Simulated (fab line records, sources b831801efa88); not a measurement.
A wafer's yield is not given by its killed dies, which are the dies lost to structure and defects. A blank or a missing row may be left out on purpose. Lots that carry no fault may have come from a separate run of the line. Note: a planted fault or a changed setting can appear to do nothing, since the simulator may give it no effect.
A lot that was struck, set against a sound lot / flow sky130 / 17 steps out of a route of 708
Sound: these wafers, L582.3, L582.4, L582.6. Struck: wafer L581.2 (left out: L581.5, a lot-mate that was not struck); the cause follows at the end.
For every step that has rows: the tool of each side, followed by ch and its chambers, followed by its first start. Under that, the readings that differ: sound wafers / struck wafers / difference of the means / sigmas: that difference in standard deviations of wafers without a fault.
alike: a reading whose means differ by less than 2 such deviations, as well as words and numbers matching on both sides. not compared: withheld readings; readings where some wafer has no value; bounds like >300 that might hide an equal value; numbers whose values overlap and for which the record gives no deviation.
Wherever a step has rows on one side only, a row that says differs or no value, or a row with sigmas, the two part there. Non-overlapping numbers with no deviation appear without sigmas and do not part them. A reading missing from all wafers of one side parts the sides only when that side holds two or more wafers.

first, 3 steps without rows for these wafers: SKY_VIA1_EXPOSE_09 (exposes mask VIM, target cd 150 nm); SKY_VIA1_PEB_10; SKY_VIA1_DEVELOP_11 (develop time 60 s).
SKY_VIA1_CD_MEAS_12: the cd target is 150 nm.
  struck on cd-sem-01, day 39 07:30; sound on cd-sem-01, day 39 12:06
  alike: cd-nm
SKY_VIA1_OVL_MEAS_13:
  struck on overlay-02, day 39 07:37; sound on overlay-02, day 39 12:12
  alike: VIA1_OVL
SKY_VIA1_ETCH_14: etches BARC in N2/H2, stops on SiO2, time 45.9 s, target depth 60 nm.
  sound on rie-diel-04 ch 0,2,3, day 39 12:13; struck on rie-diel-03 ch 1, day 39 07:38
reading=h2-flow-sccm (sccm); sound=199.7 201.1 200.3; struck=198.5; difference=-1.9; sigmas=-3
  alike: drypump-motor-current-A, n2-flow-sccm, oes-product-au, throttle-valve-pct
  not compared: rf-hours-counter-h
SKY_VIA1_ETCH_15: etches SiO2 in C4F8/O2/Ar, stops on TiN, target depth 351 nm, time 54 s.
  sound on rie-diel-04 ch 0,2,3, day 39 12:16; struck on rie-diel-03 ch 1, day 39 07:41
  alike: oes-product-au
  not compared: rf-hours-counter-h
SKY_VIA1_STRIP_16: strips in O2/N2.
  sound on plasma-asher-02 ch 0,1, day 39 12:20; struck on plasma-asher-01 ch 1, day 39 07:44
reading=rf-hours-counter-h (h); sound=- - -; struck=53; difference=no value on the sound wafers; sigmas=
  alike: drypump-motor-current-A, n2-flow-sccm, oes-product-au, strip-time-to-endpoint-s
then, 3 steps without rows for these wafers: SKY_VIA1_STRIP_17 (strips in post etch residue remover, time 1200 s); SKY_VIA1_CLEAN_18 (cleans in IPA, time 180 s); SKY_VIA1_CLEAN_19 (cleans in O3/DIW).
SKY_VIA1_SPUTTER_20: material TiN, target thk 20 nm, time 80 s.
  struck on pvd-sputter-04, day 39 08:19; sound on pvd-sputter-02, day 39 12:55
  alike: cathode-dc-power-W, throttle-valve-pct
SKY_VIA1_CVD_21: deposits W, target thk 270 nm, time 80.902 s.
  sound on cvd-w-02 ch 0,1, day 39 13:00; struck on cvd-w-01 ch 1, day 39 08:23
reading=model.W_of_VIA1_CVD_21.thk-nm (nm); sound=272.5 267.9 272.7; struck=245.3; difference=-25.7; sigmas=
  alike: heater-power-w
SKY_VIA1_RS_MEAS_22: measurement is done with a four-point probe.
  struck on film-metro-03, day 39 08:29; sound on film-metro-01, day 39 13:06
reading=VIA1_W_RS (ohm/sq); sound=0.423 0.431 0.422; struck=0.471; difference=+0.046; sigmas=+10
SKY_VIA1_THK_MEAS_23: measures by xrf.
  struck on film-metro-03, day 39 08:36; sound on film-metro-01, day 39 13:12
reading=VIA1_W_THK (nm); sound=282 276 280; struck=248; difference=-31; sigmas=-10
SKY_VIA1_CMP_24: polishes, stops on SiO2, t overpolish 15 s, target thk 0 nm.
  sound on cmp-01 ch 0,1,3, day 39 13:20; struck on cmp-02 ch 1, day 39 08:45
  alike: edge-zone-pressure-frac, motor-current-A, platen-rpm
-- the record jumps here: 11 days lie between the struck wafers' starts before and after (it left off in module VIA1 and takes up again in module PAD_OPEN, whose first step shown is number 708 of the route) --
SKY_PAD_OPEN_PROBE_99:
  struck on prober-02, day 50 04:43; sound on prober-01, day 50 09:49
  alike: defect-limited-yield, killed_at_M0_to_M3, killed_at_M4_up, killed-at-contacts, killed-at-front-end, killed-at-other, killed-dies, killed-open, killed-short, sort_bin_3_pad_short, sort_bin_5_function, sort_bin_6_memory, sort-n-pass, sort-yield-pct

WHERE THEY PART
At SKY_VIA1_ETCH_14 first; at SKY_VIA1_THK_MEAS_23 last (within this record only). Later steps at which nothing parts them and some readings are alike: SKY_VIA1_CMP_24, SKY_PAD_OPEN_PROBE_99.

WHY: what had been put in by the simulator
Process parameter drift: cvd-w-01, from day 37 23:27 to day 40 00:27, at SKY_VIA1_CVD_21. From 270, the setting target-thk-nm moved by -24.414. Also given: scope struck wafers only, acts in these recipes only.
